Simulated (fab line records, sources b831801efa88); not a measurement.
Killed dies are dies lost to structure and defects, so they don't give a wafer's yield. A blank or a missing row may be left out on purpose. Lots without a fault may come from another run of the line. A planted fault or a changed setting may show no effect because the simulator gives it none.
A struck lot beside a sound one | flow sky130 | 23 steps out of a route of 708
Sound: wafers L805.4, L805.5, L805.6. Struck: wafers L817.1, L817.2, L817.5. The cause comes at the end.
At each step with rows: each side's tool, then ch and its chambers, then its first start. Under that, the readings that differ: sound wafers | struck wafers | difference of the means | sigmas: that difference in standard deviations of wafers without a fault.
alike: readings whose means differ by less than 2 such deviations, and words and numbers that are the same on both sides. not compared: withheld readings, readings that some wafer has no value for, bounds like >300 that may hide the same value, and numbers for which the record gives no deviation and whose values overlap.
The two part at a step that has a row with sigmas, a row that says differs or no value, or rows on one side only. Numbers that don't overlap but have no deviation are shown without sigmas and don't part them. A reading that every wafer of one side lacks parts them only if that side has two wafers or more.

SKY_LOCAL_INTERCONNECT_STRIP_15: strips in O2/N2.
  sound on plasma_asher-01 ch 0,1, day 33 03:32; struck on plasma_asher-02 ch 0,1, day 36 19:08
  reading                     | sound       | struck      | difference | sigmas
  drypump_motor_current_A (A) | 6.7 6.8 5.8 | 5.3 5.1 5.3 | -1.2       | -2
  alike: n2_flow_sccm, oes_product_au, strip_time_to_endpoint_s
  not compared: rf_hours_counter_h
then, 3 steps without rows for these wafers: SKY_LOCAL_INTERCONNECT_STRIP_16 (strips in post etch residue remover, time 1200 s); SKY_LOCAL_INTERCONNECT_CLEAN_17 (cleans in IPA, time 180 s); SKY_LOCAL_INTERCONNECT_CLEAN_18 (cleans in O3/DIW).
SKY_CONTACT_CVD_00: deposits Si3N4, target thk 75 nm.
  sound on pecvd-01 ch 0,1,2, day 33 04:09; struck on pecvd-01 ch 0,1, day 36 19:43
  alike: heater_power_w
SKY_CONTACT_THK_MEAS_01:
  sound on film_metro-01, day 33 04:12; struck on film_metro-01, day 36 19:45
  alike: CONTACT_CVD_00_THK
then, 1 step without rows for these wafers: SKY_CONTACT_HDPCVD_02 (deposits SiO2, target thk 565 nm, time 94.2 s).
SKY_CONTACT_THK_MEAS_03:
  sound on film_metro-02, day 33 04:20; struck on film_metro-02, day 36 19:53
  alike: CONTACT_HDPCVD_THK
SKY_CONTACT_CMP_04: polishes SiO2.
  sound on cmp-02 ch 0,1,2, day 33 04:31; struck on cmp-01 ch 0,2,3, day 36 19:59
  alike: motor_current_A, time_to_endpoint_s
SKY_CONTACT_BOW_MEAS_05:
  sound on film_metro-01, day 33 04:43; struck on film_metro-02, day 36 20:14
  alike: CONTACT_BOW
then, 2 steps without rows for these wafers: SKY_CONTACT_DEHYDRATE_06 (time 60 s); SKY_CONTACT_HMDS_07 (prime time 60 s).
SKY_CONTACT_COAT_08: resist thk 60 nm.
  sound on litho_track-04 ch 0, day 33 18:14; struck on litho_track-03 ch 0, day 37 09:23
  reading              | sound                | struck               | difference | sigmas
  spin_speed_rpm (rpm) | 2999.4 2996.8 2998.6 | 2896.3 2897.0 2892.4 | -103.0     | -57
then, 5 steps without rows for these wafers: SKY_CONTACT_COAT_09 (resist thk 450 nm); SKY_CONTACT_SOFTBAKE_10 (time 90 s); SKY_CONTACT_EXPOSE_11 (exposes mask CTM1, target cd 170 nm); SKY_CONTACT_PEB_12; SKY_CONTACT_DEVELOP_13 (develop time 60 s).
SKY_CONTACT_CD_MEAS_14: target cd 170 nm.
  sound on cd_sem-01, day 34 07:02; struck on cd_sem-01, day 37 22:10
  alike: cd_nm
SKY_CONTACT_OVL_MEAS_15:
  sound on overlay-01, day 34 07:07; struck on overlay-02, day 37 22:17
  alike: CONTACT_OVL
SKY_CONTACT_ETCH_16: etches BARC in N2/H2, stops on SiO2, time 45.9 s, target depth 60 nm.
  sound on rie_diel-01 ch 0,1,3, day 34 07:08; struck on rie_diel-02 ch 2,3, day 37 22:19
  reading                  | sound             | struck            | difference | sigmas
  oes_product_au (a.u.)    | 0.851 0.859 0.859 | 0.868 0.869 0.864 | +0.011     | +2
  model.etch.depth_nm (nm) | 59.92 59.89 60.02 | 61.23 61.32 61.18 | +1.30      |
  alike: drypump_motor_current_A, n2_flow_sccm, throttle_valve_pct
  not compared: rf_hours_counter_h
SKY_CONTACT_ETCH_17: etches SiO2 in C4F8/O2/Ar, stops on Si3N4, target depth 340 nm.
  sound on rie_diel-01 ch 0,1,3, day 34 07:11; struck on rie_diel-02 ch 2,3, day 37 22:21
  alike: oes_product_au
-- the record jumps here: 12 days lie between the struck wafers' starts before and after (it left off in module CONTACT and takes up again in module PAD_OPEN, whose first step shown is number 708 of the route) --
SKY_PAD_OPEN_PROBE_99:
  sound on prober-01, day 47 21:07; struck on prober-01, day 50 09:23
  alike: killed_at_M0_to_M3, killed_at_M4_up, killed_at_contacts, killed_at_front_end, killed_at_other, killed_dies, killed_open, killed_short

WHERE THEY PART
First at SKY_LOCAL_INTERCONNECT_STRIP_15; last, within this record, at SKY_CONTACT_ETCH_16. Later steps at which nothing parts them and some readings are alike: SKY_CONTACT_ETCH_17, SKY_PAD_OPEN_PROBE_99.

WHY: what the simulator had put in
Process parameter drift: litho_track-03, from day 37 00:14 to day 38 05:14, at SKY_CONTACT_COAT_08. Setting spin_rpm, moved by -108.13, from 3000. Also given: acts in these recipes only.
